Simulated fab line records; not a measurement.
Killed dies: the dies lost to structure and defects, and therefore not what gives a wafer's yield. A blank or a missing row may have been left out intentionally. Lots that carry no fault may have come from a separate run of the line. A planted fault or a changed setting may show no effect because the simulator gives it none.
Comparing a struck lot with a sound one / flow sfq-line / 14 out of 325 route steps
Sound: wafers L597.2, L597.3, L597.5. Struck: wafers L612.2, L612.3, L612.5. At the end, the cause is stated.
For every step that has rows: the tool of each side, followed by ch and its chambers, followed by its first start. Under that, the readings that differ: sound wafers / struck wafers / difference of the means / sigmas: that difference in standard deviations of wafers without a fault.
alike: words and numbers the same on both sides, and readings whose means are apart by under 2 such deviations; not compared: readings that were withheld, readings missing a value for some wafer, numbers with overlapping values and no deviation given by the record, and bounds like >300 which may hide the same value.
Wherever a step has rows on one side only, a row that says differs or no value, or a row with sigmas, the two part there. When numbers do not overlap yet have no deviation, they are printed without sigmas and do not part them. Lack of a reading on every wafer of one side parts them only where that side has two or more wafers.

first, 1 step without rows for these wafers: SFQ_TRILAYER_JJ_CE_LITHO_DEVELOP_116 (time 60 s).
SFQ_JJ_OVL_MEAS_931:
  sound on overlay-02, day 44 19:16; struck on overlay-01, day 63 20:26
  alike: J5_OVL
SFQ_TRILAYER_JJ_CE_METRO_MEASURE_117:
  sound on cd-sem-01, day 44 19:29; struck on cd-sem-02, day 63 20:40
  alike: cd-nm
SFQ_TRILAYER_JJ_CE_BARC_OPEN_RIE_150: chemistry O2, target BARC, target depth 240 nm, time 80 s.
  sound on rie-metal-01 ch 1, day 44 20:29; struck on rie-metal-02 ch 0,1, day 63 21:40
reading=drypump-motor-current-A (A); sound=6.1 6.0 6.1; struck=6.0 4.8 4.8; difference=-0.9; sigmas=-2
  alike: oes-product-au, rf-fwd-power-W
  not compared: rf-hours-counter-h
SFQ_TRILAYER_JJ_CE_ETCH_RIE_118: chemistry SF6, target Nb, stops on Al2O3, time 97.7 s, target depth 170 nm.
  sound on rie-metal-01 ch 1, day 44 20:35; struck on rie-metal-02 ch 0,1, day 63 21:46
  alike: drypump-motor-current-A, oes-product-au, rf-fwd-power-W
  not compared: rf-hours-counter-h
after that, 1 step had no rows for these wafers: SFQ_TRILAYER_JJ_ANODIZE_ANODIZE_119.
SFQ_TRILAYER_JJ_CE_STRIP_STRIP_120: strips in O2.
  sound on rie-metal-02 ch 0, day 44 21:11; struck on rie-metal-02 ch 0,1, day 63 22:22
  alike: drypump-motor-current-A, oes-product-au
  not compared: rf-hours-counter-h
then, 5 steps without rows for these wafers: SFQ_TRILAYER_JJ_CE_STRIP_SOLV_CLEAN_121 (cleans in NMP, time 600 s); SFQ_TRILAYER_M5_LITHO_COAT_128 (resist thk 62 nm); SFQ_TRILAYER_M5_LITHO_COAT_123 (resist thk 600 nm); SFQ_TRILAYER_M5_LITHO_SOFTBAKE_127; SFQ_TRILAYER_M5_LITHO_EXPOSE_124 (exposes mask M5, target cd 700 nm).
SFQ_TRILAYER_M5_LITHO_PEB_126: peb time 60 s.
  sound on litho-track-03 ch 0, day 49 17:19; struck on litho-track-02, day 64 16:37
  no value came back on the struck wafers for chill-plate-temp-C (C), exhaust-pa (Pa), peb-time-s (s); on the sound wafers chill-plate-temp-C (C) reads 22.88 23.00 23.03
then, 1 step without rows for these wafers: SFQ_TRILAYER_M5_LITHO_DEVELOP_125 (time 60 s).

== WHERE THEY PART ==
Last at SFQ_TRILAYER_M5_LITHO_PEB_126 as far as this record goes, first at SFQ_TRILAYER_JJ_CE_BARC_OPEN_RIE_150.

WHY: what had been put in by the simulator
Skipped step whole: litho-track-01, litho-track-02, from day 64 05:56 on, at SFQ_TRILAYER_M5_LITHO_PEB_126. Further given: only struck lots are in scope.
